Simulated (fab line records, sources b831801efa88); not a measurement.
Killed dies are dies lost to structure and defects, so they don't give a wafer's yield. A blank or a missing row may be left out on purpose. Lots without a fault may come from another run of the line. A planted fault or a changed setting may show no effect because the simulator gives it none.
One fault seen from 2 desks | flow sky130 | each desk has only its own numbers; what lay behind them comes last

THE TOOL OWNER'S DESK: rie_diel-03
The tool's own readings at SKY_SONOS_ONO_ETCH_15 (etches the open film in CHF3/O2, target depth 19.52 nm, time 7.8 s): means of the sampled wafers that have a number, for each lot that ran on this tool. A lot is out of limits, marked OUT, if its mean lies more than 4 standard deviations from the usual mean; the brackets give that distance.
Columns: A = bias_w at SKY_SONOS_ONO_ETCH_15, usual 200.0 W; B = drypump_motor_current_A at SKY_SONOS_ONO_ETCH_15, usual 5.7 A; C = oes_product_au at SKY_SONOS_ONO_ETCH_15, usual 1.000 a.u.; D = throttle_valve_pct at SKY_SONOS_ONO_ETCH_15, usual 8.823 %
lot  | first seen here | A     | B   | C     | D
L417 | day 14 01:13    | 200.3 | 5.5 | 1.006 | 8.827
L419 | day 14 23:02    | 200.6 | 5.6 | 1.000 | 8.828
L425 | day 16 09:55    | 200.2 | 5.8 | 1.011 | 8.816
L427 | day 17 03:25    | 199.8 | 5.9 | 1.000 | 8.814
L432 | day 18 19:02    | -     | 5.6 | 1.004 | 8.826
This desk's finding: nothing out of limits on any of the 5 lots.

THE METROLOGY DESK
What the gauges read, lot by lot, whatever tool the lot ran on: means of the sampled wafers that have a number. A lot is out of limits, marked OUT, if its mean lies more than 4 standard deviations from the usual mean; the brackets give that distance.
Columns: A = LI_CONTACT_W_RS at SKY_LI_CONTACT_RS_MEAS_22, usual 0.287 ohm/sq
lot  | first seen here | A
L414 | day 29 11:26    | 0.283
L416 | day 30 10:58    | 0.282
L417 | day 30 18:13    | 0.291
L418 | day 30 19:03    | 0.283
L419 | day 31 13:26    | 0.283
L420 | day 31 15:19    | 0.288
L424 | day 32 17:49    | 0.292
L425 | day 33 02:28    | 0.288
L427 | day 33 15:22    | 0.289
L426 | day 33 18:22    | 0.290
L432 | day 35 02:53    | 0.293
This desk's finding: nothing out of limits on any of the 11 lots.

PUT TOGETHER
The tool owner's desk saw nothing out of limits.
The metrology desk saw nothing out of limits.

WHAT THE SIMULATOR HAD PUT IN
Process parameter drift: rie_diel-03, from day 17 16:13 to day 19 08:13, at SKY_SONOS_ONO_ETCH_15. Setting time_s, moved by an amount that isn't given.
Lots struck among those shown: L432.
